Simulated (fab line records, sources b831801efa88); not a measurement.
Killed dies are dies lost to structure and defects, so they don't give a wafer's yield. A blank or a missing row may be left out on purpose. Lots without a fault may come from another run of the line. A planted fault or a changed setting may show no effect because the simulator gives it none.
Problem report in the 8D (eight disciplines) form, filled by code | flow sky130 | the parts of the form that need people (team, actions taken, sign-off) are left out

1. THE PROBLEM
LOCAL_INTERCONNECT_TIN_RS at SKY_LOCAL_INTERCONNECT_RS_MEAS_01 reads a mean of 35.95 ohm/sq on 2 wafers of 2 lots; wafers without a fault read 14.08 ohm/sq with a standard deviation of 0.17. That is +99 or more standard deviations from the usual mean.
The step: measures by four-point-probe.
First seen on wafer L943.4, day 30 15:44, on film_metro-04. The record holds 30 wafers of 10 lots with a number at this step. Rule for "out", or "out of limits": more than 4 standard deviations from the usual mean. The other wafers with a number count as sound.

2. WHAT IT IS AND WHAT IT IS NOT
question                    | is                           | is not
which readings at this step | LOCAL_INTERCONNECT_TIN_RS    | -
which lots                  | L943, L944                   | L949, L952, L954, L955, L957, L958, L959, L961
which wafers of those lots  | L943.4, L944.1               | L943.2, L943.3, L944.3, L944.6
read on which gauges        | film_metro-03, film_metro-04 | film_metro-01
when                        | from day 30 15:44            | up to then (2 sound wafers); but 26 sound wafers of L944, L949, L952, L954, L955, L957, L958, L959, L961 came after

3. SUSPECTS, AND WHAT RULES EACH OUT
Counting: a tool at a process step up to the reading stays a suspect if it ran every lot that is out. Sound lots after the first of them don't rule it out here, since some wafers of a struck lot are sound.
- the gauge at SKY_LOCAL_INTERCONNECT_RS_MEAS_01: ruled out. The wafers that are out were read on 2 gauges (film_metro-03, film_metro-04).
- pvd_sputter-01 at SKY_LOCAL_INTERCONNECT_SPUTTER_00 (material TiN, target thk 100 nm, time 83.3 s): kept. It ran every lot that is out, first L943 (day 30 15:40).
Left after counting: pvd_sputter-01 at SKY_LOCAL_INTERCONNECT_SPUTTER_00.

4. THE CAUSE (what the simulator had put in)
Process parameter drift: pvd_sputter-01, from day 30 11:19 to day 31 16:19, at SKY_LOCAL_INTERCONNECT_SPUTTER_00. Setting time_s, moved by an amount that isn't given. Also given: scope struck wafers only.
Counting left only this tool.

5. THE CHAIN OF EFFECTS, in route order
Each row: a reading whose mean over the struck wafers that have a number lies more than 3 standard deviations from the usual. Only readings for which the record gives a usual standard deviation are gone through. hours: the time from each lot's start at the first step in this table that gives one to its start at this step, as a median over the lots. sigmas: the change in usual standard deviations.
hours | step                                 | reading                    | usual        | on struck wafers | change | sigmas
0     | SKY_LOCAL_INTERCONNECT_RS_MEAS_01    | LOCAL_INTERCONNECT_TIN_RS  | 14.08 ohm/sq | 35.95            | +21.87 | +99 or more
8     | SKY_LOCAL_INTERCONNECT_THK_MEAS_02   | LOCAL_INTERCONNECT_TIN_THK | 100.4 nm     | 41.9             | -58.6  | -45
27    | SKY_LOCAL_INTERCONNECT_METAL_ETCH_14 | oes_product_au             | 0.943 a.u.   | 0.617            | -0.326 | -40
27    | SKY_LOCAL_INTERCONNECT_METAL_ETCH_14 | throttle_valve_pct         | 21.900 %     | 22.108           | +0.208 | +19
The process steps in it:
- SKY_LOCAL_INTERCONNECT_METAL_ETCH_14: etches TiN in Cl2/BCl3, stops on PSG, target depth 110 nm, time 31.4 s.
Later measuring or inspecting steps at which every struck wafer that the step has a row for has a number for every such reading, and none has moved that far: SKY_CONTACT_CD_MEAS_14.

6. WHAT WOULD HAVE CAUGHT IT SOONER
In this record the first reading out of limits at a measuring or inspecting step was taken at day 30 15:44, 4 hours after the fault began at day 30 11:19.
Of the tool readings at SKY_LOCAL_INTERCONNECT_SPUTTER_00 for which the record gives a usual standard deviation, none was out on any struck wafer, so an alarm limit of 4 standard deviations on them would not have fired.
Of the lots that are out (2), L944 began SKY_LOCAL_INTERCONNECT_SPUTTER_00 on pvd_sputter-01 after day 30 15:44. A hold on the tool at that time would have spared it.
